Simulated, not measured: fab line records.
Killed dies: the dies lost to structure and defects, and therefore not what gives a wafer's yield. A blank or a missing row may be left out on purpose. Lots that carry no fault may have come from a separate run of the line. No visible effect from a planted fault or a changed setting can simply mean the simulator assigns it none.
A lot that was struck, set against a sound lot -- flow sky130 -- 15 steps out of a route of 708
Sound: the wafers L468.1, L468.3, L468.5. The struck wafers were L479.1, L479.5, L479.6. Last of all comes the cause.
At each step with rows: each side's tool, then ch and its chambers, then its first start. Under that, the readings that differ: sound wafers -- struck wafers -- difference of the means -- sigmas: that difference in standard deviations of wafers without a fault.
alike: same words and numbers on both sides, and readings whose means sit less than 2 such deviations apart. not compared: any withheld reading, any reading some wafer has no value for, any bound like >300 that may hide the same value, and any number with overlapping values for which the record gives no deviation.
The two part at a step that has a row with sigmas, a row that says differs or no value, or rows on one side only. When numbers do not overlap yet have no deviation, they are printed without sigmas and do not part them. A reading that every wafer of one side lacks parts them only if that side has two wafers or more.

first, 2 steps without rows for these wafers: SKY_GATE_OXIDE_IMPLANT_11; SKY_GATE_OXIDE_WET_ETCH_12 (etches SiO2 in dHF, target depth 16.8 nm, time 336 s).
SKY_GATE_OXIDE_STRIP_13: strips in O2/N2.
  sound on plasmaAsher-01 ch 0, day 15 07:19; struck on plasmaAsher-04 ch 0,1, day 18 21:21
  alike: drypumpMotorCurrentA, oesProductAu, stripTimeToEndpointS
  not compared: rfHoursCounterH
SKY_GATE_OXIDE_TW_MEAS_14:
  sound on filmMetro-02 at day 15 07:25; struck on filmMetro-03 at day 18 21:27
  alike: GATE_OXIDE_TW
then, 3 steps without rows for these wafers: SKY_GATE_OXIDE_CLEAN_15 (cleans in SC1/SC2, time 150 s); SKY_GATE_OXIDE_OXIDATION_16 (stabilise 600 s, purge 300 s, target thk 3.57 nm); SKY_POLY_GATE_CVD_00 (deposits poly-Si, target thk 180 nm, time 720 s).
SKY_POLY_GATE_THK_MEAS_01:
  sound on filmMetro-01 at day 15 12:46; struck on filmMetro-01 at day 19 01:37
  alike: POLY_GATE_CVD_00_THK
then, 4 steps without rows for these wafers: SKY_RES_PROTECT_DEHYDRATE_00 (time 60 s); SKY_RES_PROTECT_HMDS_01 (prime time 60 s); SKY_RES_PROTECT_COAT_02 (resist thk 1140 nm); SKY_RES_PROTECT_SOFTBAKE_03 (time 60 s).
SKY_RES_PROTECT_EXPOSE_04: exposes mask RPM, target cd 1270 nm.
  sound on ilineStepper-01 ch 0, day 16 02:52; struck on ilineStepper-01 ch 0, day 19 16:47
reading,sound,struck,difference,sigmas
model.RES_PROTECT.overlayXNm (nm),-1.023 -1.023 -1.023,164.8 164.8 164.8,+165.8,
  alike: mask
then, 1 step without rows for these wafers: SKY_RES_PROTECT_PEB_05.
-- record jumps: 30 days separate the struck wafers' starts on either side; left off in module RES_PROTECT, taken up again in module PAD_OPEN, whose first shown step is the route's number 708 --
SKY_PAD_OPEN_PROBE_99:
  the record has rows for the struck wafers here (prober-02, day 49 07:38) and none for the sound ones

## WHERE THEY PART
Only at SKY_PAD_OPEN_PROBE_99, as far as this record shows.

WHY: whatever the simulator had introduced
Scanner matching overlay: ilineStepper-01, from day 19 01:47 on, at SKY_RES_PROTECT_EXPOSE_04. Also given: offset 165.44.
